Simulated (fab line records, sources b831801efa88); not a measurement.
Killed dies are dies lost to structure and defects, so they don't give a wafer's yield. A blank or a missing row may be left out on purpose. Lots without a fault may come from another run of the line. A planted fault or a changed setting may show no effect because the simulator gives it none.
Chamber matching | flow sky130 | SKY_POLY_GATE_ETCH_16 on rie_diel-04: 4 sister chambers
The step etches Si3N4 in CH3F/O2, stops on poly-Si, time 147.5 s, target depth 75 nm. 14 wafers are shown with their chamber, then 7 later ones without.

WAFERS WITH THEIR CHAMBER
wafer  | chamber | drypump_motor_current_A (A) | bias_w (W) | throttle_valve_pct (%)
L864.2 | 2       | 5.6                         | 79.92      | 10.527
L864.3 | 0       | 5.9                         | 79.89      | 10.537
L864.6 | 2       | 5.6                         | 80.19      | 10.545
L872.2 | 3       | 5.1                         | 80.02      | 10.525
L872.4 | 0       | 5.9                         | 79.83      | 10.543
L872.6 | 3       | 5.0                         | 80.16      | 10.537
L875.4 | 3       | 5.1                         | 79.99      | 10.529
L875.5 | 1       | 5.9                         | 80.51      | 10.536
L875.6 | 0       | 5.9                         | 79.99      | 10.546
L876.3 | 1       | 5.9                         | 80.26      | 10.537
L876.5 | 0       | 5.9                         | 80.21      | 10.521
L876.6 | 3       | 5.0                         | 79.63      | 10.544
L877.1 | 3       | 5.0                         | 80.21      | 10.539
L877.2 | 0       | 5.9                         | 80.12      | 10.554

SIGNATURES (means of the wafers above)
reading                 | chamber 0 | chamber 1 | chamber 2 | chamber 3 | scatter within a chamber
drypump_motor_current_A | 5.900     | 5.900     | 5.600     | 5.040     | 0.0346
bias_w                  | 80.0080   | 80.3850   | 80.0550   | 80.0020   | 0.193
throttle_valve_pct      | 10.54020  | 10.53650  | 10.53600  | 10.53480  | 0.0101
Rule: a wafer's distance from a chamber is the root of the sum, over the readings, of the square of ((its reading less the chamber's mean) divided by the reading's scatter). The wafer belongs to the nearest chamber; if the next one is less than 2 further off, it can't be placed. The scatter: the root of (the sum of the squares of (reading less its chamber's mean) over the shown wafers, divided by (wafers less chambers)).

WAFERS WITHOUT THEIR CHAMBER
wafer  | drypump_motor_current_A (A) | bias_w (W) | throttle_valve_pct (%)
L877.3 | 5.9                         | 79.50      | 10.549
L880.1 | 5.9                         | 80.14      | 10.524
L880.2 | 5.0                         | 80.25      | 10.525
L880.5 | 5.9                         | 80.16      | 10.536
L883.1 | 5.9                         | 79.86      | 10.528
L883.3 | 5.9                         | 80.08      | 10.538
L883.5 | 5.9                         | 80.21      | 10.537

WHICH CHAMBER EACH WENT THROUGH
wafer  | from the rows above     | in truth
L877.3 | can't be placed: 0 or 1 | 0
L880.1 | can't be placed: 0 or 1 | 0
L880.2 | 3                       | 3
L880.5 | can't be placed: 0 or 1 | 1
L883.1 | can't be placed: 0 or 1 | 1
L883.3 | can't be placed: 0 or 1 | 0
L883.5 | can't be placed: 1 or 0 | 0
Placed correctly: 1 of 7. Can't be placed from these rows: 6 (the true chamber is among the candidates in 6). Placed wrongly: 0.
